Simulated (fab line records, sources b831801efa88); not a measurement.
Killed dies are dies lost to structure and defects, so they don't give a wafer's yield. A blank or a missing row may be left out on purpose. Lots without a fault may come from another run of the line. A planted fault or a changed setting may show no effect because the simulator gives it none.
fab line records | flow gf180mcu
record lots=13 wafers=39 last_day=35
route steps=602 shown LVPWELL@65 VT_IMPLANT@104
lots that met no fault: from a run of the same line without faults
start_h: hours from the record's first day to the start of the lot's first wafer shown | wait_h: hours since the lot's step before | " the same as in the row above | L1.1+2: a row that stands for several wafers | - no value, or no start given | * or withheld: withheld | < > ~ a bound
route shown NAME@n: a module of which the file shows steps, and the number in the route of the first | usual: mean/standard deviation of fault-free wafers | same: alike in all rows | chamber/n: place in a boat | sites: the reading at each site | _std_site: their standard deviation | _edge_site: outer sites' mean less inner sites' | radius_mm: how far each site lies from the wafer's centre | mask NAME#n: copy n | behind: the tool/chamber that last shaped the wafer | hold: why the lot was held/for how many hours/how that ended | device: the transistor (n, p or np) that didn't switch | end of line: the same wafers' tests at the end of the route | a step without rows: its recipe alone | killed: dies lost to structure and defects at the first sort, not the wafer's yield | map: a wafer's dies, x killed, . not, _ none there
set.NAME: the setting as run; set.NAME@STEP: as run at that earlier step | model.NAME: the simulator's own value behind a step, which no gauge read
steps of the route over a sample of lots; a table a step, a row a wafer
services: from which hour (start_h, from the record's first day; less than 0 if before it) a tool's chamber was out of use, for how many hours, and why
## steps
# step GF_LVPWELL_TW_MEAS_11
# usual LVPWELL_TW=558/3.7
# columns lot.wafer tool chamber start_h wait_h LVPWELL_TW
L501.3 film_metro-02 - 71.01 0.1 557
L501.4 " - " " 552
L501.6 " - " " 554
L505.1 film_metro-01 - 92.21 0.1 558
L505.5 " - " " 559
L505.6 " - " " 558
L506.2 film_metro-04 - 99.87 0.1 554
L506.3 " - " " 552
L506.5 " - " " 555
L507.2 film_metro-04 - 106.42 0.1 556
L507.3 " - " " 557
L507.4 " - " " 559
L508.1 film_metro-02 - 110.81 0.1 551
L508.2 " - " " 555
L508.6 " - " " 550
L510.1 film_metro-04 - 122.03 0.1 560
L510.4 " - " " 558
L510.6 " - " " 560
L513.2 film_metro-02 - 137.49 0.1 554
L513.4 " - " " 551
L513.5 " - " " 556
L517.1 film_metro-01 - 166.48 0.1 562
L517.4 " - " " 562
L517.6 " - " " 564
L518.1 film_metro-01 - 167.79 0.1 563
L518.4 " - " " 563
L518.5 " - " " 563
L520.2 film_metro-01 - 181.40 0.1 561
L520.4 " - " " 557
L520.5 " - " " 561
L521.1 film_metro-01 - 186.38 0.1 560
L521.2 " - " " 558
L521.3 " - " " 556
L522.2 film_metro-04 - 194.55 0.1 557
L522.4 " - " " 558
L522.6 " - " " 556
L524.4 film_metro-04 - 204.93 0.1 556
L524.5 " - " " 558
L524.6 " - " " 556
# step GF_VT_IMPLANT_SOFTBAKE_14
# recipe temp_c=90 time_s=61.6 resist=NOVOLAK
# usual heater_power_total_W=56.57/0.048 plate_sensor_t_centre_C=90.758/0.011 plate_sensor_t_edge_C=90.829/0.0095
# same time_s=61.6
# columns lot.wafer tool chamber start_h wait_h heater_power_total_W plate_sensor_t_centre_C plate_sensor_t_edge_C
L501.3 litho_track-01 0 122.40 0.1 56.60 90.758 90.821
L501.4 " 0 " " 56.56 90.754 90.842
L501.6 " 0 " " 56.52 90.726 90.827
L505.1 litho_track-03 0 146.39 0.1 56.57 90.750 90.820
L505.5 " 0 " " 56.55 90.768 90.806
L505.6 " 0 " " 56.56 90.763 90.822
L506.2 litho_track-04 0 153.78 0.1 56.58 90.744 90.837
L506.3 " 0 " " 56.42 90.746 90.833
L506.5 " 0 " " 56.56 90.753 90.846
L507.2 litho_track-04 0 160.03 0.1 56.59 90.761 90.823
L507.3 " 0 " " 56.52 90.743 90.836
L507.4 " 0 " " 56.56 90.778 90.817
L508.1 litho_track-03 0 164.99 0.1 56.61 90.756 90.833
L508.2 " 0 " " 56.58 90.769 90.831
L508.6 " 0 " " 56.53 90.767 90.832
L510.1 litho_track-04 0 179.10 0.1 56.69 90.745 90.838
L510.4 " 0 " " 56.55 90.744 90.828
L510.6 " 0 " " 56.62 90.785 90.832
L513.2 litho_track-01 0 195.42 0.1 56.59 90.759 90.820
L513.4 " 0 " " 56.45 90.758 90.828
L513.5 " 0 " " 56.58 90.756 90.818
L517.1 litho_track-01 0 227.35 0.1 56.50 90.753 90.818
L517.4 " 0 " " 56.57 90.744 90.818
L517.6 " 0 " " 56.62 90.751 90.817
L518.1 litho_track-01 0 228.60 0.1 56.61 90.761 90.834
L518.4 " 0 " " 56.59 90.748 90.830
L518.5 " 0 " " 56.48 90.742 90.813
L520.2 litho_track-01 0 244.42 0.1 56.48 90.775 90.841
L520.4 " 0 " " 56.63 90.765 90.846
L520.5 " 0 " " 56.59 90.740 90.835
L521.1 litho_track-01 0 248.85 0.1 56.56 90.760 90.825
L521.2 " 0 " " 56.57 90.755 90.832
L521.3 " 0 " " 56.54 90.761 90.814
L522.2 litho_track-01 0 257.92 0.1 56.58 90.753 90.844
L522.4 " 0 " " 56.50 90.750 90.828
L522.6 " 0 " " 56.53 90.765 90.827
L524.4 litho_track-01 0 269.02 0.1 56.61 90.752 90.825
L524.5 " 0 " " 56.49 90.752 90.832
L524.6 " 0 " " 56.65 90.757 90.822
# step GF_VT_IMPLANT_IMPLANT_19
# recipe species=As energy_kev=100 dose_cm2=4.35e+12 tilt_deg=7
# usual tilt_deg=7.000/0.022
# columns lot.wafer tool chamber start_h wait_h tilt_deg
L501.3 implanter-03 0 129.93 0.1 6.984
L501.4 " 0 " " 7.017
L501.6 " 0 " " 6.975
L505.1 implanter-02 0 153.97 0.0 6.992
L505.5 " 0 " " 6.997
L505.6 " 0 " " 6.967
L506.2 implanter-01 0 162.51 0.0 7.024
L506.3 " 0 " " 7.000
L506.5 " 0 " " 7.040
L507.2 implanter-03 0 168.86 0.0 7.011
L507.3 " 0 " " 6.978
L507.4 " 0 " " 7.020
L508.1 implanter-03 0 172.98 0.0 7.018
L508.2 " 0 " " 7.025
L508.6 " 0 " " 6.990
L510.1 implanter-01 0 187.82 0.0 7.009
L510.4 " 0 " " 7.010
L510.6 " 0 " " 6.980
L513.2 implanter-01 0 204.51 0.0 6.977
L513.4 " 0 " " 7.010
L513.5 " 0 " " 7.016
L517.1 implanter-02 0 236.57 0.0 0.017
L517.4 " 0 " " 0.067
L517.6 " 0 " " 0.022
L518.1 implanter-02 0 238.12 0.0 -0.036
L518.4 " 0 " " -0.020
L518.5 " 0 " " -0.005
L520.2 implanter-03 0 253.96 0.0 6.999
L520.4 " 0 " " 6.987
L520.5 " 0 " " 7.015
L521.1 implanter-01 0 258.52 0.0 6.988
L521.2 " 0 " " 6.971
L521.3 " 0 " " 6.991
L522.2 implanter-03 0 267.63 0.1 7.015
L522.4 " 0 " " 6.982
L522.6 " 0 " " 6.997
L524.4 implanter-03 0 278.82 0.2 6.964
L524.5 " 0 " " 6.954
L524.6 " 0 " " 7.007
# step GF_VT_IMPLANT_TW_MEAS_21
# usual VT_IMPLANT_2_TW=1210/6.7
# columns lot.wafer tool chamber start_h wait_h VT_IMPLANT_2_TW
L501.3 film_metro-03 - 130.15 0.1 1204
L501.4 " - " " 1202
L501.6 " - " " 1202
L505.1 film_metro-01 - 154.22 0.1 1222
L505.5 " - " " 1215
L505.6 " - " " 1221
L506.2 film_metro-01 - 162.74 0.1 1224
L506.3 " - " " 1228
L506.5 " - " " 1218
L507.2 film_metro-01 - 169.09 0.1 1206
L507.3 " - " " 1210
L507.4 " - " " 1206
L508.1 film_metro-04 - 173.23 0.1 1202
L508.2 " - " " 1202
L508.6 " - " " 1208
L510.1 film_metro-03 - 188.07 0.1 1203
L510.4 " - " " 1197
L510.6 " - " " 1199
L513.2 film_metro-01 - 204.74 0.1 1221
L513.4 " - " " 1217
L513.5 " - " " 1218
L517.1 film_metro-03 - 236.82 0.1 1072
L517.4 " - " " 1075
L517.6 " - " " 1072
L518.1 film_metro-04 - 238.52 0.1 1080
L518.4 " - " " 1077
L518.5 " - " " 1079
L520.2 film_metro-01 - 254.19 0.1 1210
L520.4 " - " " 1207
L520.5 " - " " 1208
L521.1 film_metro-01 - 258.77 0.1 1214
L521.2 " - " " 1204
L521.3 " - " " 1210
L522.2 film_metro-04 - 267.99 0.1 1217
L522.4 " - " " 1204
L522.6 " - " " 1214
L524.4 film_metro-04 - 279.10 0.1 1211
L524.5 " - " " 1213
L524.6 " - " " 1209
# step GF_VT_IMPLANT_STRIP_42
# recipe chemistry=O2/N2 power_w=1400 pressure_mtorr=1500 platen_temp_c=250 o2_flow_sccm=3000 n2_flow_sccm=300 overash_fraction=0.5
# usual chamber_pressure_mTorr=1499.9/1.4 drypump_motor_current_A=5.8/0.48 heater_power_w=324/32 n2_flow_sccm=300.1/0.93 oes_product_au=0.716/0.0044 platen_temp_c=250.00/0.19 strip_time_to_endpoint_s=12.63/0.037
# columns lot.wafer tool chamber start_h wait_h chamber_pressure_mTorr drypump_motor_current_A heater_power_w n2_flow_sccm oes_product_au platen_temp_c rf_hours_counter_h strip_time_to_endpoint_s
L501.3 plasma_asher-03 0 162.37 0.1 1499.1 5.6 278 299.5 0.713 250.07 - 12.56
L501.4 " 1 " " 1498.3 5.7 295 301.3 0.720 249.89 - 12.55
L501.6 " 0 " " 1499.0 5.6 280 298.7 0.712 250.19 - 12.57
L505.1 plasma_asher-03 0 187.63 0.1 1499.5 5.6 286 301.3 0.716 250.16 56 12.62
L505.5 " 1 " " 1499.2 5.7 303 298.7 0.718 249.98 - 12.59
L505.6 " 0 " " 1498.4 5.6 285 300.1 0.710 250.45 - 12.64
L506.2 plasma_asher-04 0 196.03 0.1 1500.0 6.1 352 299.1 0.717 249.76 38 12.69
L506.3 " 0 " " 1498.8 6.0 349 299.7 0.717 250.03 - 12.68
L506.5 " 1 " " 1500.7 5.8 390 299.3 0.715 250.01 - 12.69
L507.2 plasma_asher-01 1 203.77 0.1 1501.3 6.6 309 298.7 0.722 249.95 53 12.59
L507.3 " 1 " " 1500.7 6.5 312 300.1 0.712 250.01 - 12.60
L507.4 " 0 " " 1501.4 5.2 333 300.2 0.714 249.87 - 12.57
L508.1 plasma_asher-04 0 208.29 0.1 1500.6 6.0 352 300.2 0.722 250.13 39 12.66
L508.2 " 1 " " 1500.5 5.8 383 301.2 0.715 249.70 39 12.65
L508.6 " 0 " " 1501.6 6.0 342 299.8 0.717 249.87 - 12.69
L510.1 plasma_asher-01 0 223.98 0.1 1501.0 5.2 341 299.0 0.719 249.77 55 12.64
L510.4 " 0 " " 1498.0 5.2 332 301.2 0.724 249.68 - 12.63
L510.6 " 1 " " 1498.3 6.5 315 301.1 0.720 249.84 - 12.64
L513.2 plasma_asher-01 0 240.09 0.1 1498.6 5.2 341 299.1 0.723 249.81 57 12.59
L513.4 " 1 " " 1499.7 6.5 309 300.3 0.720 249.73 - 12.63
L513.5 " 0 " " 1499.9 5.2 331 299.4 0.719 250.06 - 12.62
L517.1 plasma_asher-04 1 275.39 0.1 1499.1 5.8 392 300.3 0.711 250.03 46 12.60
L517.4 " 0 " " 1502.1 6.0 351 299.9 0.717 250.08 - 12.62
L517.6 " 1 " " 1499.3 5.8 368 300.2 0.710 250.23 - 12.59
L518.1 plasma_asher-04 1 277.18 0.1 1500.8 5.8 387 300.3 0.709 250.12 46 12.64
L518.4 " 1 " " 1500.3 5.8 385 300.8 0.716 250.10 - 12.64
L518.5 " 1 " " 1501.6 5.9 387 299.8 0.715 249.78 - 12.61
L520.2 plasma_asher-03 1 294.33 0.1 1498.7 5.7 295 301.4 0.714 250.20 67 12.63
L520.4 " 1 " " 1498.1 5.7 299 299.7 0.710 249.94 - 12.59
L520.5 " 0 " " 1498.7 5.6 278 299.6 0.711 250.13 - 12.63
L521.1 plasma_asher-01 0 299.37 0.1 1499.2 5.2 329 299.5 0.719 250.01 63 12.66
L521.2 " 1 " " 1501.2 6.5 307 299.0 0.715 250.19 63 12.63
L521.3 " 0 " " 1497.6 5.2 342 299.1 0.720 249.94 - 12.61
L522.2 plasma_asher-01 0 309.23 0.1 1499.3 5.2 332 298.9 0.712 249.81 64 12.62
L522.4 " 0 " " 1500.0 5.2 336 298.8 0.714 249.97 - 12.60
L522.6 " 1 " " 1500.2 6.5 315 301.1 0.718 250.06 - 12.62
L524.4 plasma_asher-04 0 321.70 0.1 1499.3 6.0 344 300.2 0.718 250.03 - 12.60
L524.5 " 1 " " 1502.2 5.9 386 298.3 0.712 250.15 - 12.60
L524.6 " 0 " " 1501.0 6.0 350 301.1 0.719 249.95 - 12.62
## services
# columns tool chamber start_h hours kind
implanter-01 - 135.94 2.7 repair
implanter-02 - 141.39 1.1 repair
plasma_asher-01 - 141.79 2.8 pm
plasma_asher-04 - 164.87 15.6 pm
implanter-01 - 267.73 2.9 pm
implanter-01 - 273.41 1.2 repair
## key
first_sign step=GF_VT_IMPLANT_IMPLANT_19 reading=tilt_deg direction=down sigmas=99+ usual=7.000 struck=0.007
effect step=GF_VT_IMPLANT_TW_MEAS_21 reading=VT_IMPLANT_2_TW direction=down sigmas=20 usual=1210 struck=1076
met_at GF_VT_IMPLANT_IMPLANT_19
struck_lots L517,L518
tester_left_out L517,L518
not_acting_at GF_LVPWELL_TW_MEAS_11,GF_VT_IMPLANT_SOFTBAKE_14,GF_VT_IMPLANT_STRIP_42
onset_between 153.97 236.57
fault kind=process_parameter_drift tool=implanter-02 chamber=- onset_h=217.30 steps=GF_VT_IMPLANT_IMPLANT_19 channel=tilt_deg offset=-7 shape=step end_h=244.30 acts_in=these_recipes_only stated=7
# tester_left_out: of these lots the tester's yield and bins aren't shown, on N5 and GAA mostly nor the transistor test; their killed dies are dies lost to structure and defects alone, not to doping, threshold or leakage, so they don't give the yield
